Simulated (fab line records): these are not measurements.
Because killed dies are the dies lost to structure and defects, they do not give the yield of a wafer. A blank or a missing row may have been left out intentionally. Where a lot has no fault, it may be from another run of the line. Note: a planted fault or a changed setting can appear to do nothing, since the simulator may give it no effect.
fab line records | flow gf180mcu
record: lots: 24 | wafers: 72 | lastDay: 34
route steps=602 shown M2@367 V2@399 V3@433 V4@501 MIM@503
lots that met no fault: from a run of the same line without faults
startH: hours from the record's opening day to when the first of the lot's shown wafers began | waitH: how many hours have passed since the lot's step before this one | " as in the row above | L1.1+2: one row covering several wafers at once | - no value, or no start was given | * or withheld: withheld | < > ~ a bound
route shown NAME@n: NAME is a module with steps in the file, n the number in the route of the first one | usual: average and standard deviation across the fault-free wafers | same: alike in all rows | chamber/n: place in a boat | sites: readings site by site | _std_site: the values' standard deviation | _edge_site: inner sites' mean taken away from outer sites' mean | radiusMm: for every site, how far away it sits from the centre of the wafer | mask NAME#n: copy n | behind: the tool/chamber that last shaped the wafer | hold: reason for holding the lot/hours on hold/outcome of the hold | device: which transistor (n, p or np) failed to switch | end of line: the route-end tests of the same wafers | step lacking rows: just its recipe | killed: at the first sort, the dies lost to defects and structure; wafer yield is something else | map: a wafer's dies, x killed, . not, _ none there
set.NAME: the setting as run; set.NAME@STEP: as run at that earlier step | model.NAME: the simulator's own value behind a step, which no gauge read
the route's steps for a sample of lots (tables are steps, rows are wafers)
services: when a tool's chamber went out of use (startH, in hours from the record's first day, below 0 if earlier), for how many hours, and the reason
== steps ==
step: GF_M2_RS_MEAS_05
recipe: thkMeasGauge: four-point-probe | reads: TiN_of_M2_SPUTTER_04+Ti_of_M2_SPUTTER_03+AlCu_of_M2_SPUTTER_02+TiN_of_M2_SPUTTER_01+Ti_of_M2_SPUTTER_00
usual: M2_ALCU_RS: 0.0693/0.00098
lot.wafer | tool         | chamber | startH | waitH | M2_ALCU_RS[ohm/sq]
L074.1    | filmMetro-04 | -       | 421.66 | 0.0   | 0.0709
L074.3    | "            | -       | "      | "     | 0.0710
L074.5    | "            | -       | "      | "     | 0.0691
L075.1    | filmMetro-03 | -       | 430.41 | 0.0   | 0.0717
L075.2    | "            | -       | "      | "     | 0.0700
L075.4    | "            | -       | "      | "     | 0.0703
L076.3    | filmMetro-02 | -       | 438.20 | 0.1   | 0.0703
L076.5    | "            | -       | "      | "     | 0.0701
L076.6    | "            | -       | "      | "     | 0.0688
L077.1    | filmMetro-04 | -       | 445.78 | 0.0   | 0.0692
L077.5    | "            | -       | "      | "     | 0.0696
L077.6    | "            | -       | "      | "     | 0.0696
L078.2    | filmMetro-04 | -       | 448.67 | 0.0   | 0.0694
L078.5    | "            | -       | "      | "     | 0.0704
L078.6    | "            | -       | "      | "     | 0.0700
L079.1    | filmMetro-04 | -       | 466.20 | 0.0   | 0.0679
L079.3    | "            | -       | "      | "     | 0.0694
L079.4    | "            | -       | "      | "     | 0.0688
L080.3    | filmMetro-02 | -       | 467.12 | 0.1   | 0.0691
L080.4    | "            | -       | "      | "     | 0.0710
L080.5    | "            | -       | "      | "     | 0.0696
L081.1    | filmMetro-02 | -       | 479.30 | 0.0   | 0.0682
L081.2    | "            | -       | "      | "     | 0.0690
L081.6    | "            | -       | "      | "     | 0.0690
L082.1    | filmMetro-03 | -       | 485.38 | 0.0   | 0.0699
L082.2    | "            | -       | "      | "     | 0.0710
L082.3    | "            | -       | "      | "     | 0.0681
L083.3    | filmMetro-02 | -       | 493.07 | 0.1   | 0.0696
L083.4    | "            | -       | "      | "     | 0.0707
L083.6    | "            | -       | "      | "     | 0.0713
L084.1    | filmMetro-04 | -       | 500.05 | 0.0   | 0.0702
L084.2    | "            | -       | "      | "     | 0.0700
L084.5    | "            | -       | "      | "     | 0.0700
L085.2    | filmMetro-02 | -       | 509.83 | 0.0   | 0.0699
L085.3    | "            | -       | "      | "     | 0.0699
L085.4    | "            | -       | "      | "     | 0.0683
L086.2    | filmMetro-03 | -       | 519.05 | 0.0   | 0.0700
L086.3    | "            | -       | "      | "     | 0.0678
L086.5    | "            | -       | "      | "     | 0.0695
L087.2    | filmMetro-03 | -       | 534.42 | 0.0   | 0.0693
L087.5    | "            | -       | "      | "     | 0.0695
L087.6    | "            | -       | "      | "     | 0.0703
L088.2    | filmMetro-03 | -       | 538.55 | 0.0   | 0.0697
L088.3    | "            | -       | "      | "     | 0.0680
L088.5    | "            | -       | "      | "     | 0.0691
L089.4    | filmMetro-02 | -       | 546.91 | 0.1   | 0.0684
L089.5    | "            | -       | "      | "     | 0.0684
L089.6    | "            | -       | "      | "     | 0.0688
L090.1    | filmMetro-02 | -       | 551.51 | 0.0   | 0.0689
L090.2    | "            | -       | "      | "     | 0.0688
L090.3    | "            | -       | "      | "     | 0.0703
L091.1    | filmMetro-02 | -       | 560.69 | 0.0   | 0.0693
L091.2    | "            | -       | "      | "     | 0.0684
L091.6    | "            | -       | "      | "     | 0.0692
L092.3    | filmMetro-02 | -       | 569.46 | 0.1   | 0.0692
L092.4    | "            | -       | "      | "     | 0.0679
L092.6    | "            | -       | "      | "     | 0.0678
L093.3    | filmMetro-02 | -       | 577.28 | 0.1   | 0.0714
L093.4    | "            | -       | "      | "     | 0.0714
L093.5    | "            | -       | "      | "     | 0.0714
L094.2    | filmMetro-03 | -       | 586.28 | 0.0   | 0.0678
L094.3    | "            | -       | "      | "     | 0.0675
L094.5    | "            | -       | "      | "     | 0.0677
L095.1    | filmMetro-03 | -       | 590.75 | 0.0   | 0.0704
L095.3    | "            | -       | "      | "     | 0.0703
L095.6    | "            | -       | "      | "     | 0.0697
L096.2    | filmMetro-03 | -       | 600.95 | 0.1   | 0.0685
L096.3    | "            | -       | "      | "     | 0.0689
L096.5    | "            | -       | "      | "     | 0.0689
L097.2    | filmMetro-03 | -       | 601.82 | 0.0   | 0.0680
L097.3    | "            | -       | "      | "     | 0.0675
L097.5    | "            | -       | "      | "     | 0.0677
step: GF_V2_ETCH_17
recipe: chemistry: C4F8/O2/Ar | maskMaterial: KrF | target: SiO2 | stopOn: TiN | sourceW: 1500 | biasW: 1200 | pressureMtorr: 40 | c4f8FlowSccm: withheld | O2_flow_sccm: 6 | Ar_flow_sccm: 300 | timeS: withheld | targetDepthA: 6300
usual: oesProductAu: 0.856/0.0049 | rfFwdPowerW: 1492/4.7
lot.wafer | tool       | chamber | startH | waitH | oesProductAu | rfFwdPowerW
L074.1    | rieDiel-02 | 3       | -      | -     | 0.859        | 1492
L074.3    | "          | 2       | "      | "     | 0.850        | 1497
L074.5    | "          | 3       | "      | "     | 0.858        | 1501
L075.1    | rieDiel-03 | 3       | -      | -     | 0.850        | 1488
L075.2    | "          | 0       | "      | "     | 0.856        | 1493
L075.4    | "          | 2       | "      | "     | 0.856        | 1481
L076.3    | rieDiel-02 | 2       | -      | -     | 0.857        | 1496
L076.5    | "          | 0       | "      | "     | 0.849        | 1488
L076.6    | "          | 3       | "      | "     | 0.855        | 1495
L077.1    | rieDiel-04 | 1       | -      | -     | 0.856        | 1495
L077.5    | "          | 0       | "      | "     | 0.861        | 1494
L077.6    | "          | 3       | "      | "     | 0.856        | 1494
L078.2    | rieDiel-03 | 3       | -      | -     | 0.850        | 1487
L078.5    | "          | 2       | "      | "     | 0.862        | 1483
L078.6    | "          | 1       | "      | "     | 0.860        | 1492
L079.1    | rieDiel-03 | 0       | -      | -     | 0.848        | 1482
L079.3    | "          | 3       | "      | "     | 0.861        | 1493
L079.4    | "          | 1       | "      | "     | 0.849        | 1496
L080.3    | rieDiel-02 | 1       | -      | -     | 0.863        | 1495
L080.4    | "          | 3       | "      | "     | 0.861        | 1492
L080.5    | "          | 0       | "      | "     | 0.856        | 1491
L081.1    | rieDiel-02 | 3       | -      | -     | 0.859        | 1485
L081.2    | "          | 0       | "      | "     | 0.860        | 1495
L081.6    | "          | 3       | "      | "     | 0.861        | 1491
L082.1    | rieDiel-03 | 0       | -      | -     | 0.850        | 1489
L082.2    | "          | 2       | "      | "     | 0.850        | 1481
L082.3    | "          | 3       | "      | "     | 0.855        | 1488
L083.3    | rieDiel-02 | 3       | -      | -     | 0.855        | 1492
L083.4    | "          | 1       | "      | "     | 0.854        | 1497
L083.6    | "          | 0       | "      | "     | 0.857        | 1494
L084.1    | rieDiel-04 | 0       | -      | -     | 0.857        | 1494
L084.2    | "          | 2       | "      | "     | 0.867        | 1497
L084.5    | "          | 3       | "      | "     | 0.856        | 1493
L085.2    | rieDiel-03 | 1       | -      | -     | 0.862        | 1493
L085.3    | "          | 2       | "      | "     | 0.859        | 1484
L085.4    | "          | 0       | "      | "     | 0.851        | 1490
L086.2    | rieDiel-04 | 3       | -      | -     | 0.848        | 1497
L086.3    | "          | 2       | "      | "     | 0.857        | 1493
L086.5    | "          | 0       | "      | "     | 0.851        | 1499
L087.2    | rieDiel-04 | 3       | -      | -     | 0.856        | 1493
L087.5    | "          | 0       | "      | "     | 0.857        | 1495
L087.6    | "          | 1       | "      | "     | 0.864        | 1494
L088.2    | rieDiel-03 | 2       | -      | -     | 0.854        | 1497
L088.3    | "          | 0       | "      | "     | 0.849        | 1490
L088.5    | "          | 1       | "      | "     | 0.862        | 1489
L089.4    | rieDiel-02 | 3       | -      | -     | 0.860        | 1495
L089.5    | "          | 3       | "      | "     | 0.855        | 1497
L089.6    | "          | 2       | "      | "     | 0.853        | 1495
L090.1    | rieDiel-04 | 1       | -      | -     | 0.855        | 1493
L090.2    | "          | 2       | "      | "     | 0.854        | 1501
L090.3    | "          | 3       | "      | "     | 0.855        | 1499
L091.1    | rieDiel-02 | 1       | -      | -     | 0.862        | 1494
L091.2    | "          | 0       | "      | "     | 0.862        | 1495
L091.6    | "          | 3       | "      | "     | 0.859        | 1493
L092.3    | rieDiel-03 | 1       | -      | -     | 0.862        | 1493
L092.4    | "          | 2       | "      | "     | 0.859        | 1490
L092.6    | "          | 0       | "      | "     | 0.864        | 1492
L093.3    | rieDiel-02 | 3       | -      | -     | 0.854        | 1491
L093.4    | "          | 0       | "      | "     | 0.856        | 1481
L093.5    | "          | 3       | "      | "     | 0.860        | 1490
L094.2    | rieDiel-04 | 0       | -      | -     | 0.865        | 1494
L094.3    | "          | 2       | "      | "     | 0.855        | 1497
L094.5    | "          | 3       | "      | "     | 0.848        | 1487
L095.1    | rieDiel-03 | 1       | -      | -     | 0.853        | 1492
L095.3    | "          | 0       | "      | "     | 0.850        | 1480
L095.6    | "          | 3       | "      | "     | 0.858        | 1489
L096.2    | rieDiel-02 | 1       | -      | -     | 0.861        | 1497
L096.3    | "          | 3       | "      | "     | 0.848        | 1497
L096.5    | "          | 0       | "      | "     | 0.845        | 1498
L097.2    | rieDiel-02 | 3       | -      | -     | 0.861        | 1499
L097.3    | "          | 1       | "      | "     | 0.858        | 1492
L097.5    | "          | 0       | "      | "     | 0.856        | 1486
step: GF_V2_CVD_23
recipe: material: W | targetThkNm: 350 | timeS: 104.94 | tempC: 400 | pressureTorr: 40
usual: heaterPowerOuterW: 554/53 | heaterPowerW: 902/85 | susceptorTempC: 399.98/0.22
lot.wafer | tool    | chamber | startH | waitH | heaterPowerOuterW | heaterPowerW | susceptorTempC
L074.1    | cvdW-02 | 1       | 472.72 | 0.0   | 594               | 917          | 400.10
L074.3    | "       | 0       | "      | "     | 581               | 980          | 399.59
L074.5    | "       | 0       | "      | "     | 597               | 992          | 399.76
L075.1    | cvdW-02 | 1       | 481.99 | 0.0   | 583               | 899          | 399.59
L075.2    | "       | 0       | "      | "     | 600               | 987          | 400.06
L075.4    | "       | 0       | "      | "     | 583               | 989          | 399.91
L076.3    | cvdW-02 | 0       | 488.50 | 0.1   | 593               | 992          | 400.63
L076.5    | "       | 1       | "      | "     | 590               | 906          | 400.12
L076.6    | "       | 0       | "      | "     | 594               | 1028         | 400.34
L077.1    | cvdW-01 | 0       | 496.01 | 0.0   | 451               | 773          | 400.02
L077.5    | "       | 0       | "      | "     | 464               | 759          | 400.03
L077.6    | "       | 0       | "      | "     | 465               | 771          | 400.43
L078.2    | cvdW-02 | 1       | 499.06 | 0.0   | 578               | 895          | 399.83
L078.5    | "       | 0       | "      | "     | 590               | 979          | 399.94
L078.6    | "       | 1       | "      | "     | 584               | 903          | 399.54
L080.3    | cvdW-01 | 0       | 516.45 | 0.1   | 465               | 770          | 399.93
L080.4    | "       | 0       | "      | "     | 465               | 773          | 400.14
L080.5    | "       | 0       | "      | "     | 463               | 777          | 400.02
L079.1    | cvdW-01 | 0       | 516.60 | 0.1   | 468               | 760          | 399.90
L079.3    | "       | 0       | "      | "     | 467               | 772          | 399.91
L079.4    | "       | 0       | "      | "     | 466               | 760          | 400.15
L081.1    | cvdW-02 | 0       | 528.60 | 0.0   | 586               | 982          | 399.69
L081.2    | "       | 1       | "      | "     | 585               | 911          | 399.75
L081.6    | "       | 0       | "      | "     | 602               | 1001         | 399.77
L082.1    | cvdW-02 | 1       | 534.96 | 0.0   | 581               | 906          | 399.70
L082.2    | "       | 0       | "      | "     | 591               | 987          | 399.88
L082.3    | "       | 0       | "      | "     | 593               | 992          | 399.79
L083.3    | cvdW-02 | 0       | 541.50 | 0.1   | 573               | 997          | 399.97
L083.4    | "       | 1       | "      | "     | 605               | 920          | 400.07
L083.6    | "       | 1       | "      | "     | 575               | 897          | 400.31
L084.1    | cvdW-02 | 0       | 548.35 | 0.0   | 592               | 1007         | 400.02
L084.2    | "       | 1       | "      | "     | 583               | 924          | 400.40
L084.5    | "       | 1       | "      | "     | 594               | 890          | 400.10
L085.2    | cvdW-02 | 0       | 558.79 | 0.0   | 600               | 1015         | 399.96
L085.3    | "       | 1       | "      | "     | 576               | 921          | 399.60
L085.4    | "       | 0       | "      | "     | 598               | 1000         | 400.38
L086.2    | cvdW-02 | 1       | 567.16 | 0.0   | 592               | 918          | 400.16
L086.3    | "       | 1       | "      | "     | 599               | 892          | 400.32
L086.5    | "       | 1       | "      | "     | 579               | 902          | 400.50
L087.2    | cvdW-02 | 1       | 580.92 | 0.0   | 573               | 894          | 400.05
L087.5    | "       | 1       | "      | "     | 596               | 898          | 399.86
L087.6    | "       | 0       | "      | "     | 603               | 998          | 399.87
L088.2    | cvdW-02 | 1       | 584.74 | 0.0   | 606               | 926          | 399.62
L088.3    | "       | 0       | "      | "     | 603               | 1005         | 400.17
L088.5    | "       | 1       | "      | "     | 597               | 921          | 399.58
L089.4    | cvdW-01 | 1       | 593.02 | 0.1   | 555               | 905          | 399.89
L089.5    | "       | 0       | "      | "     | 459               | 786          | 400.28
L089.6    | "       | 1       | "      | "     | 547               | 914          | 400.22
L090.1    | cvdW-01 | 1       | 598.37 | 0.0   | 547               | 924          | 399.90
L090.2    | "       | 0       | "      | "     | 463               | 768          | 400.39
L090.3    | "       | 0       | "      | "     | 464               | 751          | 400.00
L091.1    | cvdW-01 | 1       | 605.79 | 0.0   | 539               | 928          | 400.03
L091.2    | "       | 0       | "      | "     | 462               | 800          | 400.00
L091.6    | "       | 1       | "      | "     | 533               | 928          | 400.04
L092.3    | cvdW-01 | 0       | 613.91 | 0.1   | 465               | 791          | 400.27
L092.4    | "       | 1       | "      | "     | 534               | 935          | 400.16
L092.6    | "       | 0       | "      | "     | 479               | 759          | 399.80
L093.3    | cvdW-01 | 0       | 622.15 | 0.1   | 475               | 772          | 399.91
L093.4    | "       | 1       | "      | "     | 546               | 927          | 399.62
L093.5    | "       | 1       | "      | "     | 547               | 908          | 399.83
L094.2    | cvdW-02 | 0       | 630.09 | 0.0   | 605               | 977          | 399.49
L094.3    | "       | 1       | "      | "     | 605               | 910          | 400.10
L094.5    | "       | 0       | "      | "     | 603               | 989          | 399.67
L095.1    | cvdW-01 | 0       | 635.12 | 0.0   | 465               | 763          | 399.98
L095.3    | "       | 0       | "      | "     | 466               | 772          | 400.10
L095.6    | "       | 1       | "      | "     | 544               | 932          | 399.94
L096.2    | cvdW-02 | 0       | 643.35 | 0.0   | 573               | 1021         | 400.45
L096.3    | "       | 1       | "      | "     | 586               | 910          | 400.04
L096.5    | "       | 0       | "      | "     | 614               | 1011         | 400.04
L097.2    | cvdW-02 | 1       | 645.68 | 0.0   | 589               | 930          | 400.27
L097.3    | "       | 0       | "      | "     | 613               | 1017         | 400.14
L097.5    | "       | 0       | "      | "     | 597               | 986          | 399.70
step: GF_V3_CMP_04
recipe: material: SiO2 | downForcePsi: 4 | platenRpm: 60 | padVelocityMS: 0.94248
usual: motorCurrentA: 11.8/0.98 | timeToEndpointS: 75/7.7
lot.wafer | tool   | chamber | startH | waitH | motorCurrentA | timeToEndpointS
L074.3    | cmp-01 | 0       | 498.93 | 0.0   | 12.4          | 71
L074.1    | "      | 3       | "      | "     | 11.4          | 72
L074.5    | "      | 1       | "      | "     | 10.6          | 66
L075.2    | cmp-01 | 3       | 507.43 | 0.0   | 10.7          | 65
L075.4    | "      | 0       | "      | "     | 11.8          | 72
L075.1    | "      | 2       | "      | "     | 11.3          | 60
L076.3    | cmp-01 | 2       | 513.86 | 0.1   | 11.7          | 59
L076.6    | "      | 0       | "      | "     | 11.6          | 80
L076.5    | "      | 1       | "      | "     | 11.4          | 72
L077.1    | cmp-02 | 1       | 521.50 | 0.1   | 14.4          | 77
L077.5    | "      | 3       | "      | "     | 11.0          | 78
L077.6    | "      | 0       | "      | "     | 13.6          | 79
L078.2    | cmp-01 | 1       | 524.33 | 0.1   | 10.9          | 71
L078.5    | "      | 3       | "      | "     | 11.9          | 81
L078.6    | "      | 0       | "      | "     | 12.0          | 78
L080.3    | cmp-01 | 2       | 541.28 | 0.1   | 12.2          | 75
L080.4    | "      | 0       | "      | "     | 12.0          | 80
L080.5    | "      | 1       | "      | "     | 10.9          | 72
L079.4    | cmp-02 | 1       | 541.71 | 0.0   | 14.8          | 92
L079.1    | "      | 2       | "      | "     | 11.7          | 93
L079.3    | "      | 0       | "      | "     | 13.0          | 87
L081.1    | cmp-02 | 1       | 552.64 | 0.1   | 13.9          | 84
L081.2    | "      | 3       | "      | "     | 11.0          | 84
L081.6    | "      | 1       | "      | "     | 14.2          | 86
L082.1    | cmp-01 | 1       | 559.92 | 0.1   | 11.1          | 71
L082.2    | "      | 3       | "      | "     | 11.1          | 77
L082.3    | "      | 0       | "      | "     | 11.5          | 78
L083.4    | cmp-02 | 2       | 564.75 | 0.0   | 12.3          | 94
L083.3    | "      | 3       | "      | "     | 10.6          | 82
L083.6    | "      | 2       | "      | "     | 11.8          | 89
L084.1    | cmp-01 | 2       | 575.69 | 3.4   | 11.3          | 76
L084.2    | "      | 0       | "      | "     | 12.0          | 81
L084.5    | "      | 1       | "      | "     | 11.0          | 80
L085.3    | cmp-02 | 3       | 581.94 | 0.1   | 10.8          | 71
L085.4    | "      | 0       | "      | "     | 12.7          | 73
L085.2    | "      | 1       | "      | "     | 13.5          | 77
L086.2    | cmp-01 | 1       | 591.03 | 0.0   | 10.5          | 63
L086.3    | "      | 3       | "      | "     | 11.6          | 71
L086.5    | "      | 1       | "      | "     | 10.3          | 75
L087.2    | cmp-01 | 2       | 603.58 | 0.1   | 11.5          | 73
L087.5    | "      | 0       | "      | "     | 11.7          | 88
L087.6    | "      | 1       | "      | "     | 11.0          | 80
L088.3    | cmp-01 | 2       | 607.61 | 0.0   | 10.7          | 75
L088.2    | "      | 0       | "      | "     | 12.1          | 73
L088.5    | "      | 2       | "      | "     | 11.1          | 72
L089.4    | cmp-01 | 2       | 615.46 | 0.1   | 10.9          | 70
L089.5    | "      | 2       | "      | "     | 11.3          | 60
L089.6    | "      | 3       | "      | "     | 11.5          | 65
L090.3    | cmp-01 | 1       | 620.48 | 0.0   | 11.3          | 66
L090.2    | "      | 3       | "      | "     | 11.0          | 66
L090.1    | "      | 0       | "      | "     | 12.1          | 69
L091.2    | cmp-01 | 2       | 627.62 | 0.1   | 11.1          | 68
L091.1    | "      | 3       | "      | "     | 12.1          | 76
L091.6    | "      | 0       | "      | "     | 12.5          | 78
L092.3    | cmp-02 | 3       | 635.96 | 0.3   | 10.9          | 74
L092.4    | "      | 0       | "      | "     | 13.2          | 75
L092.6    | "      | 0       | "      | "     | 13.6          | 68
L093.4    | cmp-01 | 3       | 643.76 | 0.0   | 12.2          | 75
L093.3    | "      | 1       | "      | "     | 11.4          | 58
L093.5    | "      | 3       | "      | "     | 11.5          | 71
L094.2    | cmp-01 | 3       | 651.95 | 0.0   | 11.8          | 77
L094.3    | "      | 1       | "      | "     | 11.4          | 61
L094.5    | "      | 0       | "      | "     | 11.8          | 81
L095.1    | cmp-02 | 2       | 657.17 | 0.1   | 11.3          | 78
L095.3    | "      | 3       | "      | "     | 11.4          | 64
L095.6    | "      | 2       | "      | "     | 12.2          | 72
L096.2    | cmp-02 | 2       | 665.49 | 0.0   | 12.2          | 76
L096.3    | "      | 0       | "      | "     | 13.0          | 73
L096.5    | "      | 3       | "      | "     | 10.9          | 76
L097.2    | cmp-01 | 0       | 666.77 | 0.0   | 11.9          | 79
L097.3    | "      | 2       | "      | "     | 11.2          | 70
L097.5    | "      | 0       | "      | "     | 11.9          | 79
step: GF_V4_THK_MEAS_25
recipe: thkMeasGauge: xrf | reads: W_of_V4_CVD_23
usual: V4_W_THK: 355/4.1
lot.wafer | tool         | chamber | startH | waitH | V4_W_THK[nm]
L074.1    | filmMetro-01 | -       | 572.89 | 0.1   | 362
L074.3    | "            | -       | "      | "     | 352
L074.5    | "            | -       | "      | "     | 349
L075.1    | filmMetro-01 | -       | 578.62 | 0.1   | 350
L075.2    | "            | -       | "      | "     | 350
L075.4    | "            | -       | "      | "     | 348
L076.3    | filmMetro-01 | -       | 585.38 | 0.1   | 358
L076.5    | "            | -       | "      | "     | 352
L076.6    | "            | -       | "      | "     | 355
L077.1    | filmMetro-03 | -       | 592.60 | 0.1   | 352
L077.5    | "            | -       | "      | "     | 346
L077.6    | "            | -       | "      | "     | 357
L078.2    | filmMetro-01 | -       | 594.58 | 0.1   | 353
L078.5    | "            | -       | "      | "     | 360
L078.6    | "            | -       | "      | "     | 353
L080.3    | filmMetro-04 | -       | 609.10 | 0.1   | 360
L080.4    | "            | -       | "      | "     | 360
L080.5    | "            | -       | "      | "     | 353
L079.1    | filmMetro-04 | -       | 609.80 | 0.1   | 356
L079.3    | "            | -       | "      | "     | 350
L079.4    | "            | -       | "      | "     | 354
L081.1    | filmMetro-03 | -       | 622.48 | 0.1   | 357
L081.2    | "            | -       | "      | "     | 352
L081.6    | "            | -       | "      | "     | 355
L082.1    | filmMetro-03 | -       | 627.28 | 0.1   | 350
L082.2    | "            | -       | "      | "     | 352
L082.3    | "            | -       | "      | "     | 353
L083.3    | filmMetro-03 | -       | 631.15 | 0.1   | 356
L083.4    | "            | -       | "      | "     | 353
L083.6    | "            | -       | "      | "     | 351
L084.1    | filmMetro-03 | -       | 642.00 | 0.1   | 352
L084.2    | "            | -       | "      | "     | 354
L084.5    | "            | -       | "      | "     | 347
L085.2    | filmMetro-03 | -       | 646.84 | 0.1   | 353
L085.3    | "            | -       | "      | "     | 358
L085.4    | "            | -       | "      | "     | 347
L086.2    | filmMetro-03 | -       | 656.28 | 0.1   | 351
L086.3    | "            | -       | "      | "     | 352
L086.5    | "            | -       | "      | "     | 352
L087.2    | filmMetro-01 | -       | 667.21 | 0.1   | 362
L087.5    | "            | -       | "      | "     | 353
L087.6    | "            | -       | "      | "     | 355
L088.2    | filmMetro-04 | -       | 672.06 | 0.1   | 353
L088.3    | "            | -       | "      | "     | 353
L088.5    | "            | -       | "      | "     | 352
L089.4    | filmMetro-04 | -       | 679.87 | 0.1   | 356
L089.5    | "            | -       | "      | "     | 362
L089.6    | "            | -       | "      | "     | 354
L090.1    | filmMetro-03 | -       | 684.30 | 0.1   | 354
L090.2    | "            | -       | "      | "     | 349
L090.3    | "            | -       | "      | "     | 350
L091.1    | filmMetro-01 | -       | 690.85 | 0.1   | 355
L091.2    | "            | -       | "      | "     | 356
L091.6    | "            | -       | "      | "     | 357
L092.3    | filmMetro-01 | -       | 698.27 | 0.1   | 357
L092.4    | "            | -       | "      | "     | 351
L092.6    | "            | -       | "      | "     | 355
L093.3    | filmMetro-01 | -       | 706.16 | 0.1   | 362
L093.4    | "            | -       | "      | "     | 352
L093.5    | "            | -       | "      | "     | 357
L094.2    | filmMetro-04 | -       | 714.13 | 0.1   | 359
L094.3    | "            | -       | "      | "     | 345
L094.5    | "            | -       | "      | "     | 360
L095.1    | filmMetro-03 | -       | 717.35 | 0.1   | 359
L095.3    | "            | -       | "      | "     | 356
L095.6    | "            | -       | "      | "     | 355
L096.2    | filmMetro-04 | -       | 725.54 | 0.1   | 359
L096.3    | "            | -       | "      | "     | 359
L096.5    | "            | -       | "      | "     | 364
L097.2    | filmMetro-04 | -       | 727.93 | 0.1   | 358
L097.3    | "            | -       | "      | "     | 357
L097.5    | "            | -       | "      | "     | 358
step: GF_MIM_SPUTTER_00
recipe: material: Ti | targetThkNm: 37.5 | arrivingIonEnergyEv: 80 | substrateTempC: 200 | chamberPressurePa: 2 | powerW: 4000 | timeS: 150
usual: throttleValvePct: 30.3/1.2
lot.wafer | tool          | chamber | startH | waitH | throttleValvePct
L074.1    | pvdSputter-03 | -       | 576.24 | 0.1   | 30.5
L074.3    | "             | -       | "      | "     | 28.6
L074.5    | "             | -       | "      | "     | 30.6
L075.1    | pvdSputter-03 | -       | 578.98 | 0.1   | 29.8
L075.2    | "             | -       | "      | "     | 28.7
L075.4    | "             | -       | "      | "     | 30.5
L076.3    | pvdSputter-03 | -       | 585.72 | 0.1   | 31.3
L076.5    | "             | -       | "      | "     | 31.1
L076.6    | "             | -       | "      | "     | 28.4
L077.1    | pvdSputter-04 | -       | 592.96 | 0.2   | 32.5
L077.5    | "             | -       | "      | "     | 29.0
L077.6    | "             | -       | "      | "     | 30.5
L078.2    | pvdSputter-04 | -       | 594.93 | 0.1   | 29.9
L078.5    | "             | -       | "      | "     | 32.6
L078.6    | "             | -       | "      | "     | 30.0
L080.3    | pvdSputter-01 | -       | 609.44 | 0.2   | 29.5
L080.4    | "             | -       | "      | "     | 30.5
L080.5    | "             | -       | "      | "     | 30.7
L079.1    | pvdSputter-01 | -       | 610.16 | 0.2   | 29.6
L079.3    | "             | -       | "      | "     | 30.4
L079.4    | "             | -       | "      | "     | 29.4
L081.1    | pvdSputter-03 | -       | 622.91 | 0.2   | 28.4
L081.2    | "             | -       | "      | "     | 31.4
L081.6    | "             | -       | "      | "     | 29.5
L082.1    | pvdSputter-04 | -       | 627.64 | 0.1   | 30.8
L082.2    | "             | -       | "      | "     | 32.5
L082.3    | "             | -       | "      | "     | 29.8
L083.3    | pvdSputter-03 | -       | 631.49 | 0.2   | 31.3
L083.4    | "             | -       | "      | "     | 30.7
L083.6    | "             | -       | "      | "     | 28.2
L084.1    | pvdSputter-03 | -       | 642.36 | 0.2   | 29.8
L084.2    | "             | -       | "      | "     | 31.4
L084.5    | "             | -       | "      | "     | 30.6
L085.2    | pvdSputter-04 | -       | 647.19 | 0.1   | 28.8
L085.3    | "             | -       | "      | "     | 30.0
L085.4    | "             | -       | "      | "     | 32.5
L086.2    | pvdSputter-04 | -       | 656.63 | 0.1   | 30.3
L086.3    | "             | -       | "      | "     | 29.0
L086.5    | "             | -       | "      | "     | 30.5
L087.2    | pvdSputter-03 | -       | 667.66 | 0.2   | 30.7
L087.5    | "             | -       | "      | "     | 28.2
L087.6    | "             | -       | "      | "     | 29.4
L088.2    | pvdSputter-03 | -       | 672.41 | 0.1   | 31.1
L088.3    | "             | -       | "      | "     | 30.9
L088.5    | "             | -       | "      | "     | 28.4
L089.4    | pvdSputter-04 | -       | 680.20 | 0.2   | 28.9
L089.5    | "             | -       | "      | "     | 30.1
L089.6    | "             | -       | "      | "     | 28.6
L090.1    | pvdSputter-04 | -       | 684.66 | 0.2   | 29.9
L090.2    | "             | -       | "      | "     | 30.6
L090.3    | "             | -       | "      | "     | 28.7
L091.1    | pvdSputter-04 | -       | 691.21 | 0.1   | 29.1
L091.2    | "             | -       | "      | "     | 32.7
L091.6    | "             | -       | "      | "     | 30.7
L092.3    | pvdSputter-03 | -       | 698.61 | 0.2   | 29.7
L092.4    | "             | -       | "      | "     | 28.5
L092.6    | "             | -       | "      | "     | 30.8
L093.3    | pvdSputter-04 | -       | 706.50 | 0.2   | 29.9
L093.4    | "             | -       | "      | "     | 28.7
L093.5    | "             | -       | "      | "     | 32.6
L094.2    | pvdSputter-03 | -       | 714.48 | 0.2   | 31.4
L094.3    | "             | -       | "      | "     | 29.7
L094.5    | "             | -       | "      | "     | 28.4
L095.1    | pvdSputter-03 | -       | 717.71 | 0.1   | 30.6
L095.3    | "             | -       | "      | "     | 29.7
L095.6    | "             | -       | "      | "     | 31.2
L096.2    | pvdSputter-04 | -       | 725.89 | 0.1   | 28.9
L096.3    | "             | -       | "      | "     | 30.6
L096.5    | "             | -       | "      | "     | 29.2
L097.2    | pvdSputter-04 | -       | 728.28 | 0.2   | 29.9
L097.3    | "             | -       | "      | "     | 30.6
L097.5    | "             | -       | "      | "     | 29.8
== services ==
tool          | chamber | startH | hours | kind
cvdW-01       | -       | 449.58 | 6.0   | pm
cvdW-01       | 1       | 455.70 | 4.4   | repair
rieDiel-02    | 1       | 479.15 | 3.3   | repair
cmp-01        | -       | 480.30 | 3.4   | repair
cvdW-01       | 1       | 495.40 | 59.2  | repair
cmp-01        | -       | 496.20 | 2.6   | repair
cmp-01        | -       | 501.42 | 0.2   | repair
rieDiel-02    | 1       | 502.68 | 2.3   | repair
cvdW-02       | -       | 513.45 | 6.9   | pm
pvdSputter-04 | -       | 541.57 | 3.5   | repair
pvdSputter-03 | -       | 549.36 | 12.6  | repair
rieDiel-02    | 2       | 554.23 | 17.2  | repair
rieDiel-02    | 0       | 557.12 | 3.4   | repair
cmp-01        | -       | 562.78 | 12.6  | pm
pvdSputter-03 | -       | 583.22 | 0.8   | repair
rieDiel-02    | 3       | 594.81 | 9.5   | repair
cvdW-02       | -       | 600.82 | 0.9   | repair
cmp-01        | -       | 602.08 | 0.4   | repair
pvdSputter-04 | -       | 603.51 | 2.1   | repair
cmp-01        | -       | 635.02 | 0.8   | repair
cmp-01        | -       | 635.28 | 3.7   | repair
pvdSputter-04 | -       | 668.96 | 2.1   | repair
rieDiel-02    | -       | 685.70 | 0.9   | repair
rieDiel-02    | 2       | 712.63 | 11.9  | repair
== key ==
fault none
